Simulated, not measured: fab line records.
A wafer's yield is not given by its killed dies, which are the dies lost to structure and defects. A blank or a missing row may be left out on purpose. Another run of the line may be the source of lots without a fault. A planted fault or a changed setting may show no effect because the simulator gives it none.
Struck lot and sound lot, side by side	flow gf180mcu	14 out of 602 route steps
Sound: the wafers L651.1, L651.5, L651.6. The struck wafers were L664.1, L664.3, L664.4. The cause comes at the end.
Each step with rows lists, per side, the tool, then ch with its chambers, then its first start. Under that, the readings that differ: sound wafers	struck wafers	difference of the means	sigmas: that difference in standard deviations of wafers without a fault.
alike: readings whose means differ by less than 2 such deviations, and words and numbers that are the same on both sides. not compared: withheld readings, readings that some wafer has no value for, bounds like >300 that may hide the same value, and numbers for which the record gives no deviation and whose values overlap.
The two part at a step that has a row with sigmas, a row that says differs or no value, or rows on one side only. Numbers that have no deviation but don't overlap get no sigmas and don't part them. A reading missing from all wafers of one side parts the sides only when that side holds two or more wafers.

first, 2 steps without rows for these wafers: GF_M3_CLEAN_19 (cleans in DIW); GF_V3_CVD_00 (deposits SiO2, target thk 600 nm, time 100 s).
GF_V3_THK_MEAS_01:
  sound on film metro-03, day 24 02:31; struck on film metro-04, day 27 23:00
  alike: V3_CVD_00_THK
GF_V3_CVD_02: deposits SiO2 from TEOS, target thk 850 nm, time 94.851 s.
  sound on pecvd-03 ch 1,2, day 24 02:34; struck on pecvd-03 ch 1,2, day 27 23:04
  alike: heater power w
GF_V3_THK_MEAS_03:
  sound on film metro-03, day 24 02:38; struck on film metro-03, day 27 23:08
  alike: V3_CVD_02_THK
GF_V3_CMP_04: polishes SiO2.
  sound on cmp-01 ch 0,1,2, day 24 03:03; struck on cmp-02 ch 0,1,2, day 27 23:11
  alike: head pressure psi, motor current A, time to endpoint s
GF_V3_BOW_MEAS_05:
  sound on film metro-03, day 24 03:12; struck on film metro-03, day 27 23:29
  alike: V3_BOW
then, 5 steps without rows for these wafers: GF_V3_DEHYDRATE_06 (time 60 s); GF_V3_HMDS_07 (prime time 60 s); GF_V3_COAT_08; GF_V3_COAT_09 (resist thk 1000 nm); GF_V3_SOFTBAKE_10 (time 60 s).
GF_V3_EXPOSE_11: exposes mask Via3, target cd 260 nm.
  sound on krf scanner-02 ch 0, day 24 14:59; struck on krf scanner-02, day 28 09:40
  no value came back on the struck wafers for exposure dose mJ cm2, focus offset nm (nm), na; on the sound wafers exposure dose mJ cm2 reads 37.92 37.93 37.95
  alike: mask
then, 1 step without rows for these wafers: GF_V3_PEB_12 (peb time 90 s).

WHERE THEY PART
Only at GF_V3_EXPOSE_11, as far as this record shows.

WHY: what the simulator had put in
Step skipped in full: krf scanner-02, at GF_V3_EXPOSE_11, from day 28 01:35 onward. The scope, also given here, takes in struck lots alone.
